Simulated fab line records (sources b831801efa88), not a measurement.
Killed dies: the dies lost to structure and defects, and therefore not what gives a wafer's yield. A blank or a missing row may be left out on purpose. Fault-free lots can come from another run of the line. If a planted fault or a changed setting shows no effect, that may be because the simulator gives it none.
Which tool did it? / flow gf180mcu / Sampling: 13 lots, 39 wafers, 2 of 602 route steps

== WHAT EACH GAUGE READ, for each wafer ==
GF_VT_IMPLANT_RS_MEAS_49: uses a four-point probe to measure. Usual: MVPSD_RS typically reads 1169.6 ohm/sq, with standard deviation 2.8.
lot=L833; measured=day 7 15:00; on=film_metro-04; MVPSD_RS (ohm/sq)=1170.4 1168.3 1170.1; flag=
lot=L834; measured=day 7 20:15; on=film_metro-03; MVPSD_RS (ohm/sq)=1172.4 1168.0 1173.8; flag=
lot=L836; measured=day 8 08:16; on=film_metro-01; MVPSD_RS (ohm/sq)=1165.9 1168.5 1167.3; flag=
lot=L837; measured=day 8 16:48; on=film_metro-04; MVPSD_RS (ohm/sq)=1167.9 1171.9 1169.7; flag=
lot=L838; measured=day 9 00:45; on=film_metro-01; MVPSD_RS (ohm/sq)=1176.2 1169.0 1172.8; flag=
lot=L839; measured=day 9 04:06; on=film_metro-04; MVPSD_RS (ohm/sq)=1164.7 1167.6 1166.0; flag=
lot=L843; measured=day 10 09:23; on=film_metro-04; MVPSD_RS (ohm/sq)=1169.7 1168.0 1162.8; flag=
lot=L847; measured=day 11 11:37; on=film_metro-04; MVPSD_RS (ohm/sq)=1172.1 1173.9 1173.0; flag=
lot=L849; measured=day 12 06:21; on=film_metro-04; MVPSD_RS (ohm/sq)=1173.2 1167.9 1171.4; flag=
lot=L850; measured=day 12 11:58; on=film_metro-03; MVPSD_RS (ohm/sq)=1171.7 1169.5 1171.8; flag=
lot=L853; measured=day 13 09:11; on=film_metro-04; MVPSD_RS (ohm/sq)=1172.0 1177.5 1173.0; flag=
lot=L855; measured=day 13 19:41; on=film_metro-04; MVPSD_RS (ohm/sq)=1167.2 1171.5 1166.6; flag=
lot=L856; measured=day 14 03:49; on=film_metro-04; MVPSD_RS (ohm/sq)=1169.0 1171.3 1168.6; flag=

== WHICH TOOL RAN EACH LOT (tool, then ch and the chambers of the sampled wafers, then the start) ==
lot=L833; GF_VT_IMPLANT_IMPLANT_19=implanter-04 ch 0, day 6 07:14
lot=L834; GF_VT_IMPLANT_IMPLANT_19=implanter-01 ch 0, day 6 11:58
lot=L836; GF_VT_IMPLANT_IMPLANT_19=implanter-01 ch 0, day 6 23:23
lot=L837; GF_VT_IMPLANT_IMPLANT_19=implanter-03 ch 0, day 7 06:29
lot=L838; GF_VT_IMPLANT_IMPLANT_19=implanter-03 ch 0, day 7 14:23
lot=L839; GF_VT_IMPLANT_IMPLANT_19=implanter-04 ch 0, day 7 17:52
lot=L843; GF_VT_IMPLANT_IMPLANT_19=implanter-04 ch 0, day 8 21:29
lot=L847; GF_VT_IMPLANT_IMPLANT_19=implanter-04 ch 0, day 9 21:28
lot=L849; GF_VT_IMPLANT_IMPLANT_19=implanter-04 ch 0, day 10 14:58
lot=L850; GF_VT_IMPLANT_IMPLANT_19=implanter-01 ch 0, day 10 20:45
lot=L853; GF_VT_IMPLANT_IMPLANT_19=implanter-01 ch 0, day 11 16:31
lot=L855; GF_VT_IMPLANT_IMPLANT_19=implanter-01 ch 0, day 12 03:38
lot=L856; GF_VT_IMPLANT_IMPLANT_19=implanter-03 ch 0, day 12 10:20
- GF_VT_IMPLANT_IMPLANT_19

== WHAT THE TOOLS THEMSELVES READ (means of the sampled wafers that have a number; where no wafer has one, the mark that the record gives instead) ==
GF_VT_IMPLANT_IMPLANT_19. Usual: dose_ions_cm2 4.351e+12, standard deviation 4.5e+09; faraday_current_uA 24.5, standard deviation 0.49.
lot=L833 tool=implanter-04 dose_ions_cm2=4.355e+12 faraday_current_uA=25.1 flag=
lot=L834 tool=implanter-01 dose_ions_cm2=4.353e+12 faraday_current_uA=24.5 flag=
lot=L836 tool=implanter-01 dose_ions_cm2=4.353e+12 faraday_current_uA=24.4 flag=
lot=L837 tool=implanter-03 dose_ions_cm2=4.353e+12 faraday_current_uA=24.8 flag=
lot=L838 tool=implanter-03 dose_ions_cm2=4.350e+12 faraday_current_uA=24.8 flag=
lot=L839 tool=implanter-04 dose_ions_cm2=4.348e+12 faraday_current_uA=24.5 flag=
lot=L843 tool=implanter-04 dose_ions_cm2=4.343e+12 faraday_current_uA=24.7 flag=
lot=L847 tool=implanter-04 dose_ions_cm2=4.613e+12 faraday_current_uA=25.4 flag=OFF
lot=L849 tool=implanter-04 dose_ions_cm2=4.608e+12 faraday_current_uA=26.3 flag=OFF
lot=L850 tool=implanter-01 dose_ions_cm2=4.357e+12 faraday_current_uA=25.0 flag=
lot=L853 tool=implanter-01 dose_ions_cm2=4.350e+12 faraday_current_uA=24.8 flag=
lot=L855 tool=implanter-01 dose_ions_cm2=4.349e+12 faraday_current_uA=24.8 flag=
lot=L856 tool=implanter-03 dose_ions_cm2=4.347e+12 faraday_current_uA=24.2 flag=

== THE ANSWER, worked out from the rows above alone ==
Rule: a lot counts as off when the mean over its wafers that have a number is more than 3 standard deviations away from the usual mean. Also off: a lot with no number at a reading for which 4 or more lots have one. All remaining lots with rows at the step are treated as sound. First the gauges in route order, then the tools' own readings, where a lot's mean is used as printed above. At the first step where some lot is off, the reading lying furthest off is the one used; lots without a number count as furthest.
Off at GF_VT_IMPLANT_IMPLANT_19 (dose_ions_cm2): L847, L849.
A tool fits if, at that step or a process step before it, it ran every lot that is off, and no sound lot after the first of them. One fits: GF_VT_IMPLANT_IMPLANT_19 on implanter-04. Its last sound lot is L843 (day 8 21:29), its first lot that is off L847 (day 9 21:28): a fault that began between those two fits.
On the lots that are off, the tool's own readings at GF_VT_IMPLANT_IMPLANT_19 differ by more than 5 times the standard deviation of the sound lots' means, which bears it out; dose_ions_cm2 reads 4.610e+12 there versus 4.351e+12 on the sound lots.

== WHAT THE SIMULATOR HAD INSERTED ==
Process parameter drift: implanter-04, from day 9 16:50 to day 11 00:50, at GF_VT_IMPLANT_IMPLANT_19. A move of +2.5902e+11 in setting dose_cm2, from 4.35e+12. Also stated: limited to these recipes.
Lots struck among those shown: L847, L849. Same finding as the rule above.
